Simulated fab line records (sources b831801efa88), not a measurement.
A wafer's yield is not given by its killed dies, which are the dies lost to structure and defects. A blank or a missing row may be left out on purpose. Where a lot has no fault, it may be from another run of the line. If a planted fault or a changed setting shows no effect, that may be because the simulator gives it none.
Code-filled problem report in 8D (eight disciplines) form | flow sky130 | the parts of the form that need people (team, actions taken, sign-off) are left out

## 1. PROBLEM STATEMENT
Mean NWELL_2_TW at SKY_NWELL_TW_MEAS_26: 462 over 3 wafers in 3 lots; fault-free wafers: 495, standard deviation 4. That puts it -8.3 standard deviations away from the usual mean.
First observed at day 7 05:43: wafer L252.4, on film_metro-03. The record has a number at this step for 36 wafers belonging to 13 lots. Rule for "out" (also "out of limits"): further than 4 standard deviations from the usual mean. The rest of the wafers with a number are treated as sound.

## 2. WHAT IT IS AND WHAT IT IS NOT
question                    | is                           | is not
which readings at this step | NWELL_2_TW                   | -
which lots                  | L252, L253, L256             | L246, L247, L249, L258, L259, L261, L262, L263, L266, L267
which wafers of those lots  | L252.4, L253.5, L256.4       | L252.2, L253.2, L256.2
read on which gauges        | film_metro-01, film_metro-03 | film_metro-04
when                        | from day 7 05:43             | up to then (10 sound wafers); but 23 sound wafers of L253, L256, L258, L259, L261, L262, L263, L266, L267 came after

## 3. WHAT RULES OUT EACH SUSPECT
Counting: a tool at a process step up to the reading stays a suspect if it ran every lot that is out. Sound lots after the first of them don't rule it out here, since some wafers of a struck lot are sound.
- the gauge at SKY_NWELL_TW_MEAS_26 is ruled out. The wafers that are out were read on 2 gauges (film_metro-01, film_metro-03).
- implanter-02 at SKY_NWELL_IMPLANT_24: kept. It processed each lot that is out (first: L252, day 7 05:29); up to then, its last sound lot is L249 (day 6 09:55). On those wafers its own readings are out: beam_on_s, faraday_current_uA.
After counting, what remains is implanter-02 at SKY_NWELL_IMPLANT_24.

## 4. THE CAUSE (what the simulator had put in)
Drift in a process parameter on implanter-02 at SKY_NWELL_IMPLANT_24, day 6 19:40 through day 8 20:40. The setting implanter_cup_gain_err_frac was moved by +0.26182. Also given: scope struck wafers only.
This tool alone remained once counting was done.

## 5. THE EFFECT CHAIN, in route order
Each row: a reading whose mean over the struck wafers that have a number lies more than 3 standard deviations from the usual. Scope: only readings with a usual standard deviation given in the record; hours: median across lots of the time from each lot's start at the first step in this table that gives one to its start at this step; sigmas: change in usual standard deviations.
hours | step                 | reading            | usual   | on struck wafers | change | sigmas
0     | SKY_NWELL_IMPLANT_24 | beam_on_s          | 10.00 s | 8.03             | -1.97  | -10
0     | SKY_NWELL_IMPLANT_24 | faraday_current_uA | 51.9    | 64.2             | +12.3  | +13
0     | SKY_NWELL_TW_MEAS_26 | NWELL_2_TW         | 495     | 462              | -33    | -8.3
Process steps it contains:
- SKY_NWELL_IMPLANT_24

## 6. WHAT WOULD HAVE CAUGHT IT SOONER
Counted from the fault's start at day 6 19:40, it took 10 hours until the first out-of-limits reading at a measuring or inspecting step in this record, taken at day 7 05:43.
The tool's own readings at SKY_NWELL_IMPLANT_24 were out on every struck wafer that the step has a row for (beam_on_s, faraday_current_uA): an alarm limit on them would have fired on the first of those.
L253, L256, from the lots that are out (3), started SKY_NWELL_IMPLANT_24 on implanter-02 later than day 7 05:43. A hold on the tool at that time would have spared those 2.
